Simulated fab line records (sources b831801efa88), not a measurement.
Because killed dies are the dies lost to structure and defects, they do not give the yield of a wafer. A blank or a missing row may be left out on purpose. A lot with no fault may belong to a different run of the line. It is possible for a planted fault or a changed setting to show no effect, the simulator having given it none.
Matching of chambers + flow gf180mcu + 4 sister chambers for GF_V1_CMP_04 on cmp-01
The step polishes SiO2. 14 wafers are shown with their chamber, then 7 later ones without.

WAFERS, EACH WITH ITS CHAMBER
| wafer  | chamber | motor current A (A) | time to endpoint s (s) |
|--------|---------|---------------------|------------------------|
| L433.2 | 3       | 10.2                | 75                     |
| L433.3 | 0       | 12.2                | 74                     |
| L433.6 | 3       | 10.7                | 81                     |
| L443.2 | 2       | 11.9                | 75                     |
| L443.4 | 0       | 12.7                | 87                     |
| L443.6 | 2       | 11.9                | 79                     |
| L444.2 | 0       | 12.1                | 81                     |
| L444.4 | 2       | 11.9                | 83                     |
| L444.5 | 0       | 12.2                | 87                     |
| L445.1 | 1       | 11.2                | 79                     |
| L445.3 | 0       | 12.0                | 83                     |
| L445.6 | 3       | 10.5                | 86                     |
| L446.2 | 1       | 12.0                | 76                     |
| L446.3 | 3       | 10.6                | 80                     |

SIGNATURES (averages over the wafers above)
| reading            | chamber 0 | chamber 1 | chamber 2 | chamber 3 | scatter within a chamber |
|--------------------|-----------|-----------|-----------|-----------|--------------------------|
| motor current A    | 12.240    | 11.600    | 11.900    | 10.500    | 0.274                    |
| time to endpoint s | 82.40     | 77.50     | 79.00     | 80.50     | 4.61                     |
Rule: a wafer's distance from a chamber is the root of the sum, over the readings, of the square of ((its reading less the chamber's mean) divided by the reading's scatter). If the next closest chamber is less than 2 further off than the closest, the wafer can't be placed; otherwise it belongs to the closest. The scatter is the square root of a quotient: the sum, over the shown wafers, of each reading's squared deviation from its chamber's mean, divided by wafers minus chambers.

WAFERS WHOSE CHAMBER IS MISSING
| wafer  | motor current A (A) | time to endpoint s (s) |
|--------|---------------------|------------------------|
| L446.5 | 11.5                | 81                     |
| L450.2 | 10.8                | 83                     |
| L450.3 | 11.5                | 75                     |
| L450.5 | 10.2                | 87                     |
| L452.1 | 11.7                | 75                     |
| L452.4 | 11.0                | 88                     |
| L452.6 | 11.7                | 83                     |

EACH ONE'S CHAMBER
| wafer  | from the rows above          | in truth |
|--------|------------------------------|----------|
| L446.5 | can't be placed: 1 or 2 or 0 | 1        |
| L450.2 | can't be placed: 3 or 1      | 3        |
| L450.3 | can't be placed: 1 or 2      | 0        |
| L450.5 | 3                            | 3        |
| L452.1 | can't be placed: 1 or 2 or 0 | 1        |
| L452.4 | can't be placed: 3 or 1 or 2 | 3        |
| L452.6 | can't be placed: 2 or 1 or 0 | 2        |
Correct placement for 1 of the 7. From these rows, 6 cannot be placed; in 5 the true chamber is one of the candidates. Wrongly placed: 0.
